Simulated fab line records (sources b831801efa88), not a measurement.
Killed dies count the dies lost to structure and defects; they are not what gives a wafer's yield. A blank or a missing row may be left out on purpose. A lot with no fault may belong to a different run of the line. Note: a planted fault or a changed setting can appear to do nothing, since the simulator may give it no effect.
fab line records | flow sfq-line
record: lots: 6 | wafers: 18 | last-day: 82
route steps=325 shown I7@297 M8@311
lots that met no fault: taken from a fault-free run of the same line
start-h: hours from the record's opening day to when the first of the lot's shown wafers began | wait-h: hours from the lot's prior step to this one | " as in the row above | L1.1+2: a single row standing in for several wafers | - no value, or no start given | * or withheld: withheld | < > ~ a bound
route shown NAME@n: names a module that has steps shown in the file, with the first one's number in the route | usual: average and standard deviation across the fault-free wafers | same: alike in all rows | chamber/n: place in a boat | sites: the reading at each site | _std_site: the standard deviation of these | _edge_site: outer sites' mean less inner sites' | radius-mm: how far each site lies from the wafer's centre | mask NAME#n: copy n | behind: the most recent tool/chamber to have shaped the wafer | hold: cause of the lot's hold/its duration in hours/its outcome | device: names the non-switching transistor (n, p or np) | end of line: the route-end tests of the same wafers | for a step that has no rows: nothing shown but its recipe | killed: the dies lost at the first sort to structure and to defects; this is not the yield of the wafer | map: shows each die of a wafer: x if killed, . if not, _ if none is there
set.NAME: the setting the step ran with; set.NAME@STEP: the setting that earlier step ran with | model.NAME: the simulator's own value behind a step, which no gauge read
lots seen at some steps along the route; tables by step, rows by wafer
services: when a tool's chamber went out of use (start-h, in hours from the record's first day, below 0 if earlier), for how many hours, and the reason
== steps ==
step: SFQ_TRILAYER_I7_CMP_CMP_184
recipe: material: SiO2 | down-force-psi: 3 | platen-rpm: 60 | pad-velocity-m-s: 0.94248
usual: edge-zone-pressure-frac: 1.000/0.0052 | motor-current-A: 10.6/0.57 | slurry-flow-ml-min: 150.0/0.47 | time-to-endpoint-s: 213/5.9
lot.wafer | tool   | chamber | start-h | wait-h | edge-zone-pressure-frac | motor-current-A | slurry-flow-ml-min | time-to-endpoint-s
L573.4    | cmp-01 | 2       | 1671.45 | 15.4   | 0.994                   | 10.5            | 149.9              | 223
L573.5    | "      | 2       | 1673.45 | 17.4   | 0.996                   | 10.8            | 149.9              | 217
L573.6    | "      | 3       | "       | "      | 1.006                   | 11.3            | 150.1              | 213
L579.2    | cmp-02 | 1       | 1743.41 | 0.6    | 0.999                   | 10.0            | 149.7              | 220
L579.3    | "      | 2       | "       | "      | 1.003                   | 11.6            | 149.0              | 211
L579.1    | "      | 3       | "       | "      | 1.000                   | 10.6            | 150.5              | 210
L580.2    | cmp-02 | 3       | 1752.53 | 1.4    | 1.007                   | 10.9            | 149.8              | 207
L580.4    | "      | 1       | 1753.53 | 2.3    | 1.007                   | 9.9             | 150.1              | 213
L580.6    | "      | 3       | 1754.53 | 3.3    | 1.003                   | 10.8            | 150.3              | 207
L585.2    | cmp-02 | 3       | 1822.91 | 3.2    | 0.994                   | 11.0            | 149.7              | 205
L585.1    | "      | 1       | 1823.91 | 4.2    | 0.994                   | 9.7             | 149.4              | 214
L585.5    | "      | 2       | "       | "      | 1.006                   | 11.2            | 150.2              | 205
L588.1    | cmp-01 | 1       | 1889.27 | 0.0    | 0.991                   | 10.4            | 150.2              | 213
L588.3    | "      | 3       | 1890.27 | 1.0    | 1.003                   | 11.0            | 149.0              | 200
L588.2    | "      | 0       | "       | "      | 0.999                   | 10.5            | 150.3              | 200
L591.2    | cmp-02 | 3       | 1896.94 | 0.0    | 1.006                   | 11.3            | 150.2              | 211
L591.1    | "      | 1       | 1897.94 | 1.0    | 1.005                   | 10.6            | 149.6              | 222
L591.6    | "      | 0       | 1899.44 | 2.5    | 0.997                   | 9.6             | 149.6              | 215
step: SFQ_I7_BOW_MEAS_946
recipe: mode: bow
usual: I7_BOW: 6/10
lot.wafer | tool          | chamber | start-h | wait-h | I7_BOW[um]
L573.4    | film-metro-01 | -       | 1674.51 | 2.6    | -3
L573.5    | "             | -       | "       | "      | -1
L573.6    | "             | -       | "       | "      | 3
L579.1    | film-metro-01 | -       | 1745.91 | 1.0    | -1
L579.2    | "             | -       | "       | "      | 6
L579.3    | "             | -       | "       | "      | 9
L580.2    | film-metro-03 | -       | 1755.05 | 2.0    | 8
L580.4    | "             | -       | "       | "      | 1
L580.6    | "             | -       | "       | "      | 14
L585.1    | film-metro-02 | -       | 1825.41 | 1.0    | 22
L585.2    | "             | -       | "       | "      | 9
L585.5    | "             | -       | "       | "      | 13
L588.1    | film-metro-03 | -       | 1892.27 | 2.5    | -6
L588.2    | "             | -       | "       | "      | 13
L588.3    | "             | -       | "       | "      | 4
L591.1    | film-metro-01 | -       | 1899.94 | 1.5    | -11
L591.2    | "             | -       | "       | "      | 9
L591.6    | "             | -       | "       | "      | 0
step: SFQ_TRILAYER_I7_METRO_MEASURE_185
usual: thk-nm: 199.9/0.87
lot.wafer | tool          | chamber | start-h | wait-h | thk-nm
L573.4    | film-metro-01 | -       | 1675.17 | 0.6    | 200.4
L573.5    | "             | -       | "       | "      | 200.3
L573.6    | "             | -       | "       | "      | 199.3
L579.1    | film-metro-01 | -       | 1746.03 | 0.1    | 198.7
L579.2    | "             | -       | "       | "      | 200.2
L579.3    | "             | -       | "       | "      | 199.7
L580.2    | film-metro-03 | -       | 1755.35 | 0.3    | 199.5
L580.4    | "             | -       | "       | "      | 200.6
L580.6    | "             | -       | "       | "      | 200.0
L585.1    | film-metro-02 | -       | 1825.53 | 0.1    | 197.4
L585.2    | "             | -       | "       | "      | 197.5
L585.5    | "             | -       | "       | "      | 198.5
L588.1    | film-metro-03 | -       | 1892.39 | 0.1    | 200.1
L588.2    | "             | -       | "       | "      | 201.0
L588.3    | "             | -       | "       | "      | 198.9
L591.1    | film-metro-01 | -       | 1900.06 | 0.1    | 200.8
L591.2    | "             | -       | "       | "      | 200.3
L591.6    | "             | -       | "       | "      | 198.3
step: SFQ_TRILAYER_I7_VIA_LITHO_COAT_192
recipe: resist: BARC | spin-rpm: 3000 | resist-thk-nm: 62
step: SFQ_TRILAYER_I7_VIA_LITHO_COAT_187
recipe: resist: KrF | spin-rpm: 3000 | resist-thk-nm: 650
step: SFQ_TRILAYER_I7_VIA_LITHO_SOFTBAKE_191
recipe: temp-c: withheld | time-s: withheld | resist: KrF
step: SFQ_TRILAYER_I7_VIA_LITHO_EXPOSE_188
recipe: mask-id: I7 | na: 0.6 | source-shape: conventional | sigma-outer: 0.65 | target-cd-nm: 1000 | dose-mj: 21.3
step: SFQ_TRILAYER_I7_VIA_LITHO_PEB_190
recipe: peb-temp-c: 115 | peb-time-s: 60 | resist: KrF
step: SFQ_TRILAYER_I7_VIA_LITHO_DEVELOP_189
recipe: time-s: 60 | resist: KrF
step: SFQ_I7_OVL_MEAS_947
usual: I7_OVL: 3/6.2
lot.wafer | tool       | chamber | start-h | wait-h | I7_OVL[nm]
L573.4    | overlay-02 | -       | 1694.36 | 0.1    | 3
L573.5    | "          | -       | "       | "      | -4
L573.6    | "          | -       | "       | "      | 2
L579.1    | overlay-02 | -       | 1753.74 | 0.1    | 12
L579.2    | "          | -       | "       | "      | -1
L579.3    | "          | -       | "       | "      | 13
L580.2    | overlay-02 | -       | 1762.14 | 0.1    | 7
L580.4    | "          | -       | "       | "      | 3
L580.6    | "          | -       | "       | "      | 1
L585.1    | overlay-01 | -       | 1831.76 | 0.1    | 3
L585.2    | "          | -       | "       | "      | -1
L585.5    | "          | -       | "       | "      | 0
L588.1    | overlay-02 | -       | 1897.07 | 0.1    | 5
L588.2    | "          | -       | "       | "      | 3
L588.3    | "          | -       | "       | "      | 6
L591.1    | overlay-02 | -       | 1910.27 | 0.1    | 5
L591.2    | "          | -       | "       | "      | -3
L591.6    | "          | -       | "       | "      | -6
step: SFQ_TRILAYER_I7_VIA_BARC_OPEN_VIA_ETCH_260
recipe: mask-material: PR | chemistry: O2 | target-depth-nm: 125 | target: BARC | source-w: 500 | bias-w: 80 | pressure-mtorr: 30 | time-s: 41.7
usual: drypump-motor-current-A: 5.6/0.46 | oes-product-au: 0.685/0.0048
lot.wafer | tool        | chamber | start-h | wait-h | drypump-motor-current-A | oes-product-au | rf-hours-counter-h
L573.4    | rie-diel-02 | 3       | 1694.38 | 0.0    | 5.3                     | 0.689          | 10
L573.5    | "           | 1       | "       | "      | 5.1                     | 0.689          | -
L573.6    | "           | 2       | "       | "      | 5.6                     | 0.682          | -
L579.1    | rie-diel-04 | 3       | 1753.77 | 0.0    | 5.6                     | 0.681          | 7
L579.2    | "           | 1       | "       | "      | 4.8                     | 0.685          | 4
L579.3    | "           | 0       | "       | "      | 6.1                     | 0.688          | 12
L580.2    | rie-diel-04 | 2       | 1762.17 | 0.0    | 5.6                     | 0.685          | 3
L580.4    | "           | 1       | "       | "      | 4.9                     | 0.692          | 4
L580.6    | "           | 0       | "       | "      | 6.1                     | 0.690          | -
L585.1    | rie-diel-04 | 3       | 1831.80 | 0.0    | 5.6                     | 0.675          | 8
L585.2    | "           | 2       | "       | "      | 5.5                     | 0.685          | 4
L585.5    | "           | 0       | "       | "      | 6.1                     | 0.683          | -
L588.1    | rie-diel-02 | 0       | 1897.10 | 0.0    | 6.3                     | 0.680          | 18
L588.2    | "           | 2       | "       | "      | 5.6                     | 0.680          | 10
L588.3    | "           | 3       | "       | "      | 5.3                     | 0.679          | 13
L591.1    | rie-diel-03 | 3       | 1910.30 | 0.0    | 5.7                     | 0.685          | 9
L591.2    | "           | 2       | "       | "      | 5.4                     | 0.688          | 16
L591.6    | "           | 3       | "       | "      | 5.7                     | 0.684          | -
step: SFQ_TRILAYER_I7_VIA_ETCH_VIA_ETCH_190
recipe: target: SiO2 | stop-on: Nb | mask-material: PR | taper-deg: 20 | chemistry: CHF3 | target-depth-nm: 260 | source-w: 500 | bias-w: 80 | pressure-mtorr: 30 | time-s: withheld
usual: drypump-motor-current-A: 5.6/0.45 | oes-product-au: 0.854/0.0049
lot.wafer | tool        | chamber | start-h | wait-h | drypump-motor-current-A | oes-product-au
L573.4    | rie-diel-02 | 3       | 1694.42 | 0.0    | 5.3                     | 0.855
L573.5    | "           | 1       | "       | "      | 5.1                     | 0.852
L573.6    | "           | 2       | "       | "      | 5.6                     | 0.856
L579.1    | rie-diel-04 | 3       | 1753.81 | 0.0    | 5.5                     | 0.852
L579.2    | "           | 1       | "       | "      | 4.8                     | 0.844
L579.3    | "           | 0       | "       | "      | 6.1                     | 0.854
L580.2    | rie-diel-04 | 2       | 1762.21 | 0.0    | 5.6                     | 0.853
L580.4    | "           | 1       | "       | "      | 4.8                     | 0.857
L580.6    | "           | 0       | "       | "      | 6.2                     | 0.860
L585.1    | rie-diel-04 | 3       | 1831.84 | 0.0    | 5.6                     | 0.845
L585.2    | "           | 2       | "       | "      | 5.5                     | 0.844
L585.5    | "           | 0       | "       | "      | 6.1                     | 0.855
L588.1    | rie-diel-02 | 0       | 1897.14 | 0.0    | 6.3                     | 0.870
L588.2    | "           | 2       | "       | "      | 5.6                     | 0.857
L588.3    | "           | 3       | "       | "      | 5.3                     | 0.854
L591.1    | rie-diel-03 | 3       | 1910.34 | 0.0    | 5.8                     | 0.853
L591.2    | "           | 2       | "       | "      | 5.4                     | 0.849
L591.6    | "           | 3       | "       | "      | 5.8                     | 0.846
step: SFQ_TRILAYER_I7_VIA_STRIP_STRIP_191
recipe: gas: O2 | power-w: 200 | platen-temp-c: 40 | overash-fraction: 0.65 | chemistry: O2 | pressure-mtorr: 50
usual: chamber-pressure-mTorr: 50.00/0.043 | drypump-motor-current-A: 5.7/0.51 | oes-product-au: 0.997/0.0082
lot.wafer | tool         | chamber | start-h | wait-h | chamber-pressure-mTorr | drypump-motor-current-A | oes-product-au | rf-hours-counter-h | model.KrF_of_TRILAYER_I7_VIA_LITHO_COAT_187.thk-nm | model.BARC_of_TRILAYER_I7_VIA_LITHO_COAT_192.thk-nm
L573.4    | rie-metal-01 | 1       | 1694.74 | -      | 49.94                  | 5.7                     | 0.999          | -                  | 0                                                  | 0
L573.5    | "            | 0       | "       | "      | 49.99                  | 5.3                     | 0.984          | -                  | 0                                                  | 0
L573.6    | "            | 1       | "       | "      | 50.03                  | 5.7                     | 0.996          | -                  | 0                                                  | 0
L579.1    | rie-metal-01 | 1       | 1753.92 | -      | -                      | -                       | -              | -                  | 535.1                                              | 62.18
L579.2    | "            | 0       | "       | "      | -                      | -                       | -              | -                  | 533                                                | 62.3
L579.3    | "            | 0       | "       | "      | -                      | -                       | -              | -                  | 527.9                                              | 62.2
L580.2    | rie-metal-03 | 1       | 1762.32 | -      | -                      | -                       | -              | -                  | 526.2                                              | 62.06
L580.4    | "            | 1       | "       | "      | -                      | -                       | -              | -                  | 527.6                                              | 62.24
L580.6    | "            | 1       | "       | "      | -                      | -                       | -              | -                  | 526.3                                              | 62.15
L585.1    | rie-metal-02 | 0       | 1831.95 | -      | 49.95                  | 6.7                     | 1.000          | 45                 | 0                                                  | 0
L585.2    | "            | 1       | "       | "      | 50.00                  | 5.9                     | 0.999          | 96                 | 0                                                  | 0
L585.5    | "            | 1       | "       | "      | 49.96                  | 5.9                     | 0.991          | -                  | 0                                                  | 0
L588.1    | rie-metal-02 | 0       | 1897.26 | -      | 50.01                  | 6.6                     | 0.992          | 52                 | 0                                                  | 0
L588.2    | "            | 1       | "       | "      | 49.98                  | 5.9                     | 0.994          | 103                | 0                                                  | 0
L588.3    | "            | 0       | "       | "      | 50.01                  | 6.6                     | 0.995          | -                  | 0                                                  | 0
L591.1    | rie-metal-01 | 0       | 1910.46 | -      | 49.99                  | 5.3                     | 1.013          | 1                  | 0                                                  | 0
L591.2    | "            | 1       | "       | "      | 49.97                  | 5.7                     | 1.012          | 124                | 0                                                  | 0
L591.6    | "            | 0       | "       | "      | 49.95                  | 5.3                     | 1.008          | -                  | 0                                                  | 0
step: SFQ_TRILAYER_I7_VIA_STRIP_SOLV_CLEAN_192
recipe: chemistry: NMP | temp-c: 70 | time-s: 600
step: SFQ_TRILAYER_M8_LITHO_LOR_COAT_197
recipe: resist: lift-off | spin-rpm: 3000
step: SFQ_TRILAYER_M8_LITHO_LOR_BAKE_198
recipe: resist: lift-off | temp-c: withheld | time-s: withheld
step: SFQ_TRILAYER_M8_LITHO_COAT_193
recipe: resist: KrF | spin-rpm: 3000 | resist-thk-nm: 600
step: SFQ_TRILAYER_M8_LITHO_SOFTBAKE_199
recipe: temp-c: withheld | time-s: withheld | resist: KrF
step: SFQ_TRILAYER_M8_LITHO_EXPOSE_194
recipe: mask-id: M8 | na: 0.6 | source-shape: conventional | sigma-outer: 0.65 | target-cd-nm: 2000 | dose-mj: 14.4
step: SFQ_TRILAYER_M8_LITHO_PEB_196
recipe: peb-temp-c: 115 | peb-time-s: 60 | resist: KrF
step: SFQ_TRILAYER_M8_LITHO_DEVELOP_195
recipe: img-clear-s: 15 | time-s: 55 | resist: KrF
step: SFQ_M8_OVL_MEAS_948
usual: M8_OVL: 1/5.2
lot.wafer | tool       | chamber | start-h | wait-h | M8_OVL[nm]
L573.4    | overlay-02 | -       | 1708.76 | 0.1    | 2
L573.5    | "          | -       | "       | "      | 4
L573.6    | "          | -       | "       | "      | -5
L579.1    | overlay-02 | -       | 1760.93 | 0.1    | -6
L579.2    | "          | -       | "       | "      | -5
L579.3    | "          | -       | "       | "      | -5
L580.2    | overlay-02 | -       | 1785.19 | 0.1    | 1
L580.4    | "          | -       | "       | "      | 0
L580.6    | "          | -       | "       | "      | 6
L585.1    | overlay-01 | -       | 1914.10 | 0.1    | 7
L585.2    | "          | -       | "       | "      | 6
L585.5    | "          | -       | "       | "      | 0
L588.1    | overlay-02 | -       | 1966.48 | 0.1    | 1
L588.2    | "          | -       | "       | "      | 1
L588.3    | "          | -       | "       | "      | -2
L591.1    | overlay-01 | -       | 1977.28 | 0.1    | 6
L591.2    | "          | -       | "       | "      | -2
L591.6    | "          | -       | "       | "      | 1
step: SFQ_TRILAYER_M8_DEP_EVAP_197
recipe: material: Ti | angular-spread-deg: 1 | target-thk-nm: 20 | time-s: 100 | power-w: 2000
step: SFQ_TRILAYER_M8_DEP_EVAP_198
recipe: material: Pt | angular-spread-deg: 1 | target-thk-nm: 50 | time-s: 250 | power-w: 2000
step: SFQ_TRILAYER_M8_DEP_EVAP_196
recipe: material: Au | angular-spread-deg: 1 | target-thk-nm: 180 | time-s: 900 | power-w: 2000
step: SFQ_M8_RS_MEAS_949
recipe: thk-meas-gauge: four-point-probe | reads: Au_of_TRILAYER_M8_DEP_EVAP_196+Pt_of_TRILAYER_M8_DEP_EVAP_198+Ti_of_TRILAYER_M8_DEP_EVAP_197
usual: M8_AU_RS: 0.1531/0.0015
lot.wafer | tool          | chamber | start-h | wait-h | M8_AU_RS[ohm/sq]
L573.4    | film-metro-03 | -       | 1709.58 | 0.3    | 0.1536
L573.5    | "             | -       | "       | "      | 0.1536
L573.6    | "             | -       | "       | "      | 0.1531
L579.1    | film-metro-01 | -       | 1761.71 | 0.3    | 0.1528
L579.2    | "             | -       | "       | "      | 0.1523
L579.3    | "             | -       | "       | "      | 0.1514
L580.2    | film-metro-01 | -       | 1785.99 | 0.3    | 0.1522
L580.4    | "             | -       | "       | "      | 0.1528
L580.6    | "             | -       | "       | "      | 0.1536
L585.1    | film-metro-04 | -       | 1914.88 | 0.3    | 0.1530
L585.2    | "             | -       | "       | "      | 0.1525
L585.5    | "             | -       | "       | "      | 0.1529
L588.1    | film-metro-03 | -       | 1967.26 | 0.3    | 0.1518
L588.2    | "             | -       | "       | "      | 0.1548
L588.3    | "             | -       | "       | "      | 0.1559
L591.1    | film-metro-04 | -       | 1978.06 | 0.3    | 0.1511
L591.2    | "             | -       | "       | "      | 0.1524
L591.6    | "             | -       | "       | "      | 0.1512
step: SFQ_M8_THK_MEAS_950
recipe: thk-meas-gauge: xrf | reads: Au_of_TRILAYER_M8_DEP_EVAP_196
usual: M8_AU_THK: 178.1/1.9
lot.wafer | tool          | chamber | start-h | wait-h | M8_AU_THK[nm]
L573.4    | film-metro-03 | -       | 1709.67 | 0.1    | 177.6
L573.5    | "             | -       | "       | "      | 177.2
L573.6    | "             | -       | "       | "      | 177.4
L579.1    | film-metro-01 | -       | 1761.83 | 0.1    | 180.1
L579.2    | "             | -       | "       | "      | 181.0
L579.3    | "             | -       | "       | "      | 180.9
L580.2    | film-metro-01 | -       | 1786.10 | 0.1    | 180.4
L580.4    | "             | -       | "       | "      | 178.9
L580.6    | "             | -       | "       | "      | 177.8
L585.1    | film-metro-04 | -       | 1915.00 | 0.1    | 178.9
L585.2    | "             | -       | "       | "      | 179.3
L585.5    | "             | -       | "       | "      | 179.7
L588.1    | film-metro-03 | -       | 1967.38 | 0.1    | 177.9
L588.2    | "             | -       | "       | "      | 175.6
L588.3    | "             | -       | "       | "      | 174.2
L591.1    | film-metro-04 | -       | 1978.18 | 0.1    | 180.8
L591.2    | "             | -       | "       | "      | 179.0
L591.6    | "             | -       | "       | "      | 180.5
step: SFQ_TRILAYER_M8_LIFTOFF_LIFTOFF_197
recipe: temp-c: 80 | time-s: 600 | chemistry: NMP
step: SFQ_M8_BOW_MEAS_951
recipe: mode: bow
usual: M8_BOW: 6/11
lot.wafer | tool          | chamber | start-h | wait-h | M8_BOW[um] | model.etest.m8.ohm-sq | model.etest.i7.link-ohm
L573.4    | film-metro-01 | -       | 1709.93 | 0.1    | -3         | 0.1535                | 1.048
L573.5    | "             | -       | "       | "      | 0          | 0.1537                | 1.052
L573.6    | "             | -       | "       | "      | 2          | 0.153                 | 1.045
L579.1    | film-metro-04 | -       | 1762.06 | 0.0    | -1         | 1e+06                 | 1e+06
L579.2    | "             | -       | "       | "      | 5          | 1e+06                 | 1e+06
L579.3    | "             | -       | "       | "      | 10         | 1e+06                 | 1e+06
L580.2    | film-metro-03 | -       | 1786.34 | 0.0    | 9          | 1e+06                 | 1e+06
L580.4    | "             | -       | "       | "      | 2          | 1e+06                 | 1e+06
L580.6    | "             | -       | "       | "      | 14         | 1e+06                 | 1e+06
L585.1    | film-metro-03 | -       | 1915.24 | 0.0    | 24         | 0.153                 | 1.049
L585.2    | "             | -       | "       | "      | 10         | 0.1528                | 1.047
L585.5    | "             | -       | "       | "      | 13         | 0.1527                | 1.05
L588.1    | film-metro-01 | -       | 1967.62 | 0.0    | -6         | 0.152                 | 1.061
L588.2    | "             | -       | "       | "      | 14         | 0.1544                | 1.06
L588.3    | "             | -       | "       | "      | 4          | 0.1556                | 1.062
L591.1    | film-metro-03 | -       | 1978.43 | 0.0    | -9         | 0.1511                | 1.047
L591.2    | "             | -       | "       | "      | 12         | 0.1525                | 1.046
L591.6    | "             | -       | "       | "      | 2          | 0.1513                | 1.05
== services ==
tool          | chamber | start-h | hours | kind
rie-diel-02   | 3       | 1659.84 | 3.4   | repair
cmp-02        | -       | 1667.90 | 4.7   | pm
film-metro-03 | -       | 1668.40 | 7.2   | pm
film-metro-01 | -       | 1672.32 | 0.6   | pm
rie-diel-04   | 3       | 1673.78 | 20.3  | repair
rie-metal-02  | 1       | 1685.65 | 4.7   | repair
cmp-02        | -       | 1685.85 | 2.0   | repair
film-metro-03 | -       | 1689.42 | 0.7   | pm
rie-diel-04   | 2       | 1692.74 | 8.1   | repair
rie-diel-02   | 3       | 1716.63 | 39.4  | repair
rie-diel-03   | 0       | 1720.60 | 5.3   | repair
rie-diel-03   | 2       | 1721.16 | 3.1   | repair
cmp-02        | -       | 1732.14 | 1.4   | repair
film-metro-01 | -       | 1751.49 | 0.4   | pm
cmp-02        | -       | 1776.41 | 4.0   | pm
rie-diel-04   | 0       | 1802.91 | 2.8   | repair
rie-diel-02   | -       | 1810.16 | 0.1   | repair
film-metro-01 | -       | 1820.02 | 1.5   | pm
rie-diel-02   | 1       | 1835.50 | 2.8   | repair
rie-diel-04   | 0       | 1840.31 | 13.9  | repair
rie-metal-01  | -       | 1852.67 | 0.5   | repair
rie-diel-04   | 0       | 1856.10 | 8.6   | repair
rie-diel-02   | 3       | 1860.08 | 5.5   | repair
cmp-02        | -       | 1866.58 | 3.8   | repair
== key ==
first-sign: step: SFQ_TRILAYER_I7_VIA_STRIP_STRIP_191 | reading: tool-record | direction: missing
effect none on later readings
model-effect: step: SFQ_TRILAYER_I7_VIA_STRIP_STRIP_191 | value: KrF_of_TRILAYER_I7_VIA_LITHO_COAT_187.thk-nm | without: 0 | struck: 529.3
model-effect: step: SFQ_M8_BOW_MEAS_951 | value: etest.m8.ohm-sq | without: 0.1524 | struck: 1e+06
met-at SFQ_TRILAYER_I7_VIA_STRIP_STRIP_191
struck-wafers L579.1,L579.2,L579.3,L580.2,L580.4,L580.6
onset-between 1694.74 1753.92
fault: kind: skipped-step-whole | tool: rie-metal-01,rie-metal-03 | chamber: - | onset-h: 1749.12 | steps: SFQ_TRILAYER_I7_VIA_STRIP_STRIP_191 | scope: struck-lots-only
